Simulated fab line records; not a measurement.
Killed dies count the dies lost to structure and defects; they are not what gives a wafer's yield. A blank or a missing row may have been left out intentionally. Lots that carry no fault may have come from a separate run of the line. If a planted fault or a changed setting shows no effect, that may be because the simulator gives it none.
fab line records    flow sky130
record: lots: 11  wafers: 30  last-day: 50
route steps=708 shown CONTACT@429 METAL1@436 PAD_OPEN@708
lots untouched by any fault: they come from a run of this same line in which no faults occurred
start-h: start of the lot's first displayed wafer, in hours after the record's first day    wait-h: hours from the lot's prior step to this one    " unchanged from the row above    L1.1+2: a single row standing in for several wafers    - no value, or no start was given    * or withheld: withheld    < > ~ a bound
route shown NAME@n: NAME is a module with steps in the file, n the number in the route of the first one    usual: average and standard deviation across the fault-free wafers    same: alike in all rows    chamber/n: place in a boat    sites: each site's reading    _std_site: standard deviation across them    _edge_site: the outer-site mean with the inner-site mean subtracted    radius-mm: for every site, how far away it sits from the centre of the wafer    mask NAME#n: copy n    behind: the most recent tool/chamber to have shaped the wafer    hold: reason for holding the lot/hours on hold/outcome of the hold    device: whichever transistor did not switch (one of n, p or np)    end of line: at the end of the route, the tests of the same wafers    a step with no rows: only its recipe    killed: not the wafer's yield, but the dies lost to structure and defects at the first sort    map: per-die view of a wafer (x killed, . not killed, _ where there is no die)
set.NAME: the run value of the setting; set.NAME@STEP: its run value at that earlier step    model.NAME: the simulator's own value behind a step, which no gauge read
a sample of lots followed through the steps of the route, with each step as a table and each wafer as a row
services: a tool's chamber out of use, with start hour (start-h, from the record's first day; less than 0 if before it), hours out, and reason
== steps ==
step: SKY_CONTACT_SPUTTER_23
recipe: material: TiN  target-thk-nm: 20  chamber-pressure-pa: 5  power-w: 4000  time-s: 80
usual: throttle-valve-pct: 30.0/1
lot.wafer  tool            chamber  start-h  wait-h  throttle-valve-pct
L672.1     pvd-sputter-01  -        745.30   0.0     28.1
L672.4     "               -        "        "       29.8
L672.6     "               -        "        "       29.8
L674.3     pvd-sputter-01  -        769.71   0.0     27.8
L674.5     "               -        "        "       30.2
L674.6     "               -        "        "       29.9
L675.2     pvd-sputter-01  -        774.69   0.0     30.8
L675.3     "               -        "        "       29.7
L675.5     "               -        "        "       29.4
L677.2     pvd-sputter-02  -        792.22   0.0     31.0
L677.3     "               -        "        "       28.6
L677.4     "               -        "        "       30.6
L678.3     pvd-sputter-02  -        793.47   0.0     30.2
L678.4     "               -        "        "       28.5
L678.5     "               -        "        "       31.0
L681.2     pvd-sputter-03  -        828.89   0.0     29.9
L681.5     "               -        "        "       28.7
L684.1     pvd-sputter-03  -        838.06   0.0     28.7
L684.6     "               -        "        "       30.7
L682.2     pvd-sputter-03  -        838.64   0.0     28.6
L682.5     "               -        "        "       31.6
L688.1     pvd-sputter-01  -        866.63   0.0     29.8
L688.4     "               -        "        "       30.5
L688.6     "               -        "        "       29.8
L693.2     pvd-sputter-03  -        904.84   0.0     28.7
L693.3     "               -        "        "       29.8
L693.4     "               -        "        "       31.5
L694.2     pvd-sputter-03  -        907.13   0.0     31.0
L694.5     "               -        "        "       30.8
L694.6     "               -        "        "       29.9
step: SKY_CONTACT_CVD_24
recipe: material: W  target-thk-nm: 340  time-s: 102.12  temp-c: 400  pressure-torr: 40
usual: heater-power-w: 813/54
lot.wafer  tool      chamber  start-h  wait-h  heater-power-w
L672.1     cvd-w-02  1        745.36   0.0     801
L672.4     "         1        "        "       814
L672.6     "         1        "        "       782
L674.3     cvd-w-01  0        769.82   0.1     764
L674.5     "         0        "        "       761
L674.6     "         1        "        "       776
L675.2     cvd-w-02  1        774.76   0.0     805
L675.3     "         0        "        "       895
L675.5     "         0        "        "       905
L677.2     cvd-w-02  0        792.28   0.0     897
L677.3     "         0        "        "       908
L677.4     "         1        "        "       805
L678.3     cvd-w-01  1        793.57   0.1     788
L678.4     "         0        "        "       768
L678.5     "         0        "        "       774
L681.2     cvd-w-02  1        828.95   0.0     800
L681.5     "         0        "        "       909
L684.1     cvd-w-02  1        838.12   0.0     810
L684.6     "         0        "        "       899
L682.2     cvd-w-02  0        838.70   0.0     895
L682.5     "         0        "        "       923
L688.1     cvd-w-01  1        866.69   0.0     800
L688.4     "         0        "        "       761
L688.6     "         1        "        "       785
L693.2     cvd-w-01  1        904.90   0.0     771
L693.3     "         1        "        "       785
L693.4     "         0        "        "       788
L694.2     cvd-w-01  0        907.27   0.1     774
L694.5     "         1        "        "       775
L694.6     "         0        "        "       775
step: SKY_CONTACT_RS_MEAS_25
recipe: thk-meas-gauge: four-point-probe  reads: W_of_CONTACT_CVD_24+TiN_of_CONTACT_SPUTTER_23
usual: CONTACT_W_RS: 0.336/0.0062
lot.wafer  tool           chamber  start-h  wait-h  hold                      CONTACT_W_RS[ohm/sq]
L672.1     film-metro-04  -        745.47   0.1     -                         0.341
L672.4     "              -        "        "       -                         0.337
L672.6     "              -        "        "       -                         0.337
L674.3     film-metro-04  -        769.93   0.1     -                         0.331
L674.5     "              -        "        "       -                         0.337
L674.6     "              -        "        "       -                         0.331
L675.2     film-metro-01  -        774.89   0.1     -                         0.341
L675.3     "              -        "        "       -                         0.340
L675.5     "              -        "        "       -                         0.332
L677.2     film-metro-03  -        792.41   0.1     -                         0.335
L677.3     "              -        "        "       -                         0.335
L677.4     "              -        "        "       -                         0.342
L678.3     film-metro-01  -        793.68   0.1     -                         0.324
L678.4     "              -        "        "       -                         0.332
L678.5     "              -        "        "       -                         0.333
L681.2     film-metro-03  -        829.08   0.1     await-dispo/0.2h/release  0.346
L681.5     "              -        "        "       await-dispo/0.2h/release  0.553
L681.2     film-metro-03  -        829.37   0.3     -                         0.346
L681.5     "              -        "        "       -                         0.552
L684.1     film-metro-04  -        838.23   0.1     await-dispo/0.2h/release  0.343
L684.6     "              -        "        "       await-dispo/0.2h/release  0.537
L684.1     film-metro-04  -        838.52   0.3     -                         0.343
L684.6     "              -        "        "       -                         0.537
L682.2     film-metro-04  -        838.83   0.1     await-dispo/0.2h/release  0.334
L682.5     "              -        "        "       await-dispo/0.2h/release  0.537
L682.2     film-metro-04  -        839.12   0.3     -                         0.334
L682.5     "              -        "        "       -                         0.537
L688.1     film-metro-03  -        866.80   0.1     -                         0.327
L688.4     "              -        "        "       -                         0.332
L688.6     "              -        "        "       -                         0.329
L693.2     film-metro-01  -        905.03   0.1     -                         0.335
L693.3     "              -        "        "       -                         0.337
L693.4     "              -        "        "       -                         0.338
L694.2     film-metro-03  -        907.40   0.1     -                         0.332
L694.5     "              -        "        "       -                         0.328
L694.6     "              -        "        "       -                         0.336
step: SKY_CONTACT_THK_MEAS_26
recipe: thk-meas-gauge: xrf  reads: W_of_CONTACT_CVD_24
usual: CONTACT_W_THK: 344/7
lot.wafer  tool           chamber  start-h  wait-h  hold                      CONTACT_W_THK[nm]
L672.1     film-metro-04  -        745.59   0.1     -                         337
L672.4     "              -        "        "       -                         341
L672.6     "              -        "        "       -                         340
L674.3     film-metro-04  -        770.03   0.1     -                         347
L674.5     "              -        "        "       -                         341
L674.6     "              -        "        "       -                         350
L675.2     film-metro-01  -        775.00   0.1     -                         336
L675.3     "              -        "        "       -                         337
L675.5     "              -        "        "       -                         345
L677.2     film-metro-03  -        792.52   0.1     -                         346
L677.3     "              -        "        "       -                         346
L677.4     "              -        "        "       -                         342
L678.3     film-metro-01  -        793.78   0.1     -                         356
L678.4     "              -        "        "       -                         342
L678.5     "              -        "        "       -                         345
L681.2     film-metro-03  -        834.23   4.8     await-dispo/0.2h/release  337
L681.5     "              -        "        "       await-dispo/0.2h/release  210
L681.2     film-metro-03  -        834.46   0.2     -                         334
L681.5     "              -        "        "       -                         211
L682.2     film-metro-04  -        842.64   3.5     await-dispo/0.2h/release  343
L682.5     "              -        "        "       await-dispo/0.2h/release  215
L682.2     film-metro-04  -        842.90   0.2     -                         343
L682.5     "              -        "        "       -                         215
L684.1     film-metro-04  -        842.89   4.3     await-dispo/0.2h/release  335
L684.6     "              -        "        "       await-dispo/0.2h/release  214
L684.1     film-metro-04  -        843.12   0.2     -                         335
L684.6     "              -        "        "       -                         215
L688.1     film-metro-03  -        866.92   0.1     -                         358
L688.4     "              -        "        "       -                         351
L688.6     "              -        "        "       -                         358
L693.2     film-metro-01  -        905.14   0.1     -                         342
L693.3     "              -        "        "       -                         339
L693.4     "              -        "        "       -                         338
L694.2     film-metro-03  -        907.51   0.1     -                         352
L694.5     "              -        "        "       -                         355
L694.6     "              -        "        "       -                         348
step: SKY_CONTACT_CMP_27
recipe: stop-on: SiO2  t-overpolish-s: 15  down-force-psi: 3.5  platen-rpm: 60  target-thk-nm: 0  pad-velocity-m-s: 0.94248
usual: motor-current-A: 11.8/0.8  time-to-endpoint-s: 81/4.4
lot.wafer  tool    chamber  start-h  wait-h  hold                      motor-current-A  time-to-endpoint-s
L672.1     cmp-01  3        745.65   0.1     -                         12.8             89
L672.4     "       0        "        "       -                         12.2             81
L672.6     "       0        "        "       -                         10.9             80
L674.3     cmp-01  3        770.07   0.0     -                         11.6             86
L674.5     "       3        "        "       -                         12.4             86
L674.6     "       0        "        "       -                         11.1             80
L675.3     cmp-01  2        775.10   0.1     -                         11.6             84
L675.2     "       3        "        "       -                         12.7             88
L675.5     "       2        "        "       -                         12.2             90
L677.2     cmp-01  1        792.57   0.0     -                         11.8             85
L677.3     "       3        "        "       -                         11.8             86
L677.4     "       0        "        "       -                         11.9             75
L678.3     cmp-02  2        793.87   0.1     -                         11.5             87
L678.4     "       0        "        "       -                         10.1             81
L678.5     "       1        "        "       -                         9.6              83
L681.2     cmp-02  3        838.13   3.7     await-dispo/3.3h/release  12.5             79
L681.5     "       3        "        "       await-dispo/3.3h/release  12.6             48
L682.2     cmp-01  0        844.71   1.8     await-dispo/1.7h/release  11.8             76
L682.5     "       3        "        "       await-dispo/1.7h/release  11.9             50
L684.1     cmp-01  2        846.84   3.7     await-dispo/3.5h/release  12.7             77
L684.6     "       3        "        "       await-dispo/3.5h/release  12.8             53
L688.4     cmp-01  1        867.38   0.4     -                         11.2             81
L688.1     "       2        "        "       -                         12.7             82
L688.6     "       2        "        "       -                         13.0             82
L693.3     cmp-01  1        905.24   0.1     -                         11.9             79
L693.2     "       2        "        "       -                         13.4             81
L693.4     "       3        "        "       -                         12.3             81
L694.2     cmp-01  2        907.85   0.3     -                         12.6             83
L694.6     "       0        "        "       -                         11.6             77
L694.5     "       1        "        "       -                         11.7             83
step: SKY_METAL1_SPUTTER_02
recipe: material: AlCu  target-thk-nm: 250  power-w: 10600  time-s: 13.3  chamber-pressure-pa: 0.4
usual: throttle-valve-pct: 30.0/1.3
lot.wafer  tool            chamber  start-h  wait-h  throttle-valve-pct
L672.1     pvd-sputter-04  -        746.00   0.0     28.7
L672.4     "               -        "        "       31.2
L672.6     "               -        "        "       31.5
L674.3     pvd-sputter-04  -        770.42   0.0     31.6
L674.5     "               -        "        "       31.4
L674.6     "               -        "        "       28.7
L675.2     pvd-sputter-03  -        775.40   0.0     31.5
L675.3     "               -        "        "       30.0
L675.5     "               -        "        "       30.6
L677.2     pvd-sputter-03  -        792.92   0.0     28.5
L677.3     "               -        "        "       29.8
L677.4     "               -        "        "       31.5
L678.3     pvd-sputter-04  -        794.17   0.0     28.7
L678.4     "               -        "        "       28.6
L678.5     "               -        "        "       31.3
L681.2     pvd-sputter-04  -        838.42   0.0     31.1
L681.5     "               -        "        "       31.5
L682.2     pvd-sputter-04  -        844.95   0.0     28.5
L682.5     "               -        "        "       28.6
L684.1     pvd-sputter-04  -        847.05   0.0     31.6
L684.6     "               -        "        "       31.4
L688.1     pvd-sputter-02  -        867.73   0.0     30.8
L688.4     "               -        "        "       30.0
L688.6     "               -        "        "       30.1
L693.2     pvd-sputter-04  -        905.54   0.0     28.4
L693.3     "               -        "        "       31.4
L693.4     "               -        "        "       28.7
L694.2     pvd-sputter-02  -        908.10   0.0     30.8
L694.5     "               -        "        "       30.7
L694.6     "               -        "        "       31.1
step: SKY_METAL1_RS_MEAS_05
recipe: thk-meas-gauge: four-point-probe  reads: TiN_of_METAL1_SPUTTER_04+Ti_of_METAL1_SPUTTER_03+AlCu_of_METAL1_SPUTTER_02+TiN_of_METAL1_SPUTTER_01+Ti_of_METAL1_SPUTTER_00
usual: METAL1_ALCU_RS: 0.1263/0.0013
lot.wafer  tool           chamber  start-h  wait-h  METAL1_ALCU_RS[ohm/sq]
L672.1     film-metro-02  -        746.09   0.0     0.1272
L672.4     "              -        "        "       0.1273
L672.6     "              -        "        "       0.1287
L674.3     film-metro-02  -        770.55   0.1     0.1272
L674.5     "              -        "        "       0.1270
L674.6     "              -        "        "       0.1270
L675.2     film-metro-04  -        775.51   0.0     0.1273
L675.3     "              -        "        "       0.1270
L675.5     "              -        "        "       0.1248
L677.2     film-metro-02  -        793.03   0.0     0.1249
L677.3     "              -        "        "       0.1261
L677.4     "              -        "        "       0.1266
L678.3     film-metro-04  -        794.30   0.1     0.1257
L678.4     "              -        "        "       0.1265
L678.5     "              -        "        "       0.1268
L681.2     film-metro-04  -        838.53   0.0     0.1267
L681.5     "              -        "        "       0.1259
L682.2     film-metro-03  -        845.06   0.0     0.1256
L682.5     "              -        "        "       0.1242
L684.1     film-metro-02  -        847.15   0.0     0.1274
L684.6     "              -        "        "       0.1277
L688.1     film-metro-04  -        867.82   0.0     0.1239
L688.4     "              -        "        "       0.1239
L688.6     "              -        "        "       0.1250
L693.2     film-metro-02  -        905.65   0.0     0.1277
L693.3     "              -        "        "       0.1276
L693.4     "              -        "        "       0.1259
L694.2     film-metro-04  -        908.21   0.0     0.1255
L694.5     "              -        "        "       0.1276
L694.6     "              -        "        "       0.1261
step: SKY_PAD_OPEN_PROBE_99
usual: killed_at_M0_to_M3: 44/7.5  killed_at_M4_up: 2.9/1.8  killed-at-contacts: 24/5.1  killed-at-front-end: 16/4.7  killed-at-other: 0.3/0.46  killed-dies: 87/9.9  killed-open: 47/8  killed-short: 39/6.3
same: gross-dies: 492  killed-at-back-side: 0
lot.wafer  tool       chamber  start-h  wait-h  killed_at_M0_to_M3  killed_at_M4_up  killed-at-contacts  killed-at-front-end  killed-at-other  killed-dies  killed-open  killed-short
L674.3     prober-02  -        1102.45  0.2     47                  2                29                  15                   1                94           55           38
L674.5     prober-02  -        1102.55  0.2     47                  2                18                  9                    0                76           39           36
L674.6     prober-02  -        1102.60  0.2     56                  1                21                  13                   1                92           47           43
L675.2     prober-01  -        1103.75  0.1     48                  1                18                  11                   1                79           35           43
L675.3     prober-01  -        1103.80  0.2     42                  1                23                  8                    1                75           42           31
L675.5     prober-01  -        1103.90  0.2     60                  3                23                  16                   1                103          49           53
L677.2     prober-02  -        1117.35  0.1     43                  1                23                  14                   0                81           42           39
L677.3     prober-02  -        1117.40  0.2     34                  2                23                  13                   0                72           38           34
L677.4     prober-02  -        1117.45  0.2     39                  1                19                  18                   0                77           43           34
L682.5     prober-02  -        1154.40  0.2     32                  3                18                  24                   0                77           42           34
L688.1     prober-02  -        1173.88  0.1     56                  0                33                  19                   0                108          65           42
L688.4     prober-02  -        1174.03  0.2     53                  3                33                  8                    0                97           50           47
L688.6     prober-02  -        1174.13  0.2     50                  1                31                  9                    1                92           58           34
killed by level:class
L674.3 LI_CONTACT:geometric-particle:open=10 CONTACT:geometric-particle:open=10 VIA1:geometric-particle:open=10 VIA2:geometric-particle:open=8 METAL2:geometric-particle:short=6 POLY_GATE:geometric-particle:short=5 VIA3:geometric-particle:open=5 FIELD_ISO:geometric-particle:open=4
L674.5 VIA1:geometric-particle:open=7 VIA2:geometric-particle:open=6 VIA2:geometric-particle:short=5 LI_CONTACT:geometric-particle:open=5 METAL2:geometric-particle:short=5 METAL1:geometric-particle:short=5 VIA1:geometric-particle:short=5 VIA3:geometric-particle:open=5
L674.6 VIA1:geometric-particle:open=16 METAL1:geometric-particle:short=9 METAL2:geometric-particle:short=8 LI_CONTACT:geometric-particle:open=7 CONTACT:geometric-particle:open=6 VIA3:geometric-particle:open=6 VIA1:geometric-particle:short=5 FIELD_ISO:geometric-particle:open=4
L675.2 VIA1:geometric-particle:short=11 VIA3:geometric-particle:open=8 VIA1:geometric-particle:open=7 METAL2:geometric-particle:short=7 CONTACT:geometric-particle:open=6 FIELD_ISO:geometric-particle:short=4 LI_CONTACT:geometric-particle:open=4 VIA2:geometric-particle:open=4
L675.3 VIA1:geometric-particle:open=12 CONTACT:geometric-particle:open=11 VIA2:geometric-particle:open=8 METAL1:geometric-particle:short=7 LI_CONTACT:geometric-particle:open=4 VIA1:geometric-particle:short=4 METAL2:geometric-particle:short=4 FIELD_ISO:geometric-particle:short=3
L675.5 VIA1:geometric-particle:open=14 METAL1:geometric-particle:short=8 VIA1:geometric-particle:short=8 VIA2:geometric-particle:open=8 VIA3:geometric-particle:open=7 FIELD_ISO:geometric-particle:short=6 LI_CONTACT:geometric-particle:open=6 METAL2:geometric-particle:short=5
L677.2 VIA1:geometric-particle:open=10 METAL2:geometric-particle:short=8 LI_CONTACT:geometric-particle:open=7 VIA2:geometric-particle:open=7 CONTACT:geometric-particle:open=6 FIELD_ISO:geometric-particle:open=5 LOCAL_INTERCONNECT:geometric-particle:short=5 FIELD_ISO:geometric-particle:short=4
L677.3 CONTACT:geometric-particle:open=10 LI_CONTACT:geometric-particle:open=5 VIA2:geometric-particle:open=5 FIELD_ISO:geometric-particle:open=4 VIA2:geometric-particle:short=4 VIA1:geometric-particle:open=4 METAL2:geometric-particle:short=4 VIA3:geometric-particle:short=4
L677.4 VIA1:geometric-particle:open=11 METAL2:geometric-particle:short=7 VIA3:geometric-particle:open=7 FIELD_ISO:geometric-particle:open=6 CONTACT:geometric-particle:open=6 FIELD_ISO:geometric-particle:short=5 LI_CONTACT:geometric-particle:short=5 POLY_GATE:geometric-particle:open=3
L682.5 CONTACT:geometric-particle:open=7 VIA1:geometric-particle:open=7 FIELD_ISO:geometric-particle:open=6 VIA3:geometric-particle:short=6 VIA3:geometric-particle:open=6 FIELD_ISO:geometric-particle:short=5 LI_CONTACT:geometric-particle:open=5 POLY_GATE:geometric-particle:short=4
L688.1 VIA1:geometric-particle:open=13 LI_CONTACT:geometric-particle:open=11 CONTACT:geometric-particle:open=10 VIA3:geometric-particle:open=8 VIA2:geometric-particle:open=7 VIA1:geometric-particle:short=6 LOCAL_INTERCONNECT:geometric-particle:short=6 METAL2:geometric-particle:short=6
L688.4 VIA1:geometric-particle:open=12 LI_CONTACT:geometric-particle:open=9 CONTACT:geometric-particle:open=9 METAL1:geometric-particle:short=7 VIA1:geometric-particle:short=7 LI_CONTACT:geometric-particle:short=6 VIA3:geometric-particle:open=6 METAL2:geometric-particle:short=6
L688.6 VIA1:geometric-particle:open=12 LI_CONTACT:geometric-particle:open=11 CONTACT:geometric-particle:open=9 LOCAL_INTERCONNECT:geometric-particle:short=6 VIA3:geometric-particle:open=6 METAL2:geometric-particle:short=5 VIA2:geometric-particle:open=5 METAL3:geometric-particle:short=5
== services ==
tool            chamber  start-h  hours  kind
cvd-w-01        1        727.38   13.5   repair
pvd-sputter-02  -        729.85   3.8    repair
cmp-02          -        744.19   4.0    pm
pvd-sputter-04  1        755.00   -      consumable-replace:kit
pvd-sputter-04  1        755.00   18.0   scheduled-down
pvd-sputter-04  1        755.00   18.0   vent-cycle
pvd-sputter-02  3        769.90   -      consumable-replace:kit
pvd-sputter-02  3        769.90   18.0   scheduled-down
pvd-sputter-01  -        789.80   9.3    repair
cvd-w-02        1        801.05   2.5    repair
pvd-sputter-03  3        811.71   -      consumable-replace:kit
pvd-sputter-03  3        811.71   18.0   scheduled-down
pvd-sputter-03  3        811.71   18.0   vent-cycle
cmp-02          -        826.83   1.9    repair
pvd-sputter-03  -        830.58   4.7    repair
pvd-sputter-01  -        836.60   7.2    repair
cmp-02          -        856.16   11.8   repair
cmp-02          -        867.97   5.5    pm
cvd-w-01        1        881.65   16.4   repair
pvd-sputter-02  -        883.96   8.4    repair
pvd-sputter-03  -        889.65   2.6    repair
cvd-w-02        -        904.00   14.0   pm
cvd-w-02        0        904.00   14.0   vent-cycle
cvd-w-02        1        904.00   14.0   vent-cycle
== key ==
first-sign: step: SKY_CONTACT_RS_MEAS_25  reading: visit  direction: added
effect: step: SKY_CONTACT_RS_MEAS_25  reading: CONTACT_W_RS  direction: up  sigmas: 33  usual: 0.336  struck: 0.542
effect: step: SKY_CONTACT_THK_MEAS_26  reading: visit  direction: added
effect: step: SKY_CONTACT_THK_MEAS_26  reading: CONTACT_W_THK  direction: down  sigmas: 19  usual: 344  struck: 213
effect: step: SKY_CONTACT_CMP_27  reading: time-to-endpoint-s  direction: down  sigmas: 7.1  usual: *  struck: *
met-at SKY_CONTACT_CVD_24
struck-lots L681,L682,L684
struck-wafers L681.5,L682.5,L684.6
tester-left-out L681,L682,L684
not-acting-at SKY_CONTACT_SPUTTER_23,SKY_METAL1_SPUTTER_02,SKY_METAL1_RS_MEAS_05
onset-between 792.28 828.95
fault: kind: process-parameter-drift  tool: cvd-w-02  chamber: -  onset-h: 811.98  steps: SKY_CONTACT_CVD_24  channel: target-thk-nm  offset: -127.82  shape: step  end-h: 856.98  scope: struck-wafers-only  acts-in: these-recipes-only  stated: 340
tester-left-out: of these lots the tester's yield and bins aren't shown, on N5 and GAA mostly nor the transistor test; their killed dies are dies lost to structure and defects alone, not to doping, threshold or leakage, so they don't give the yield
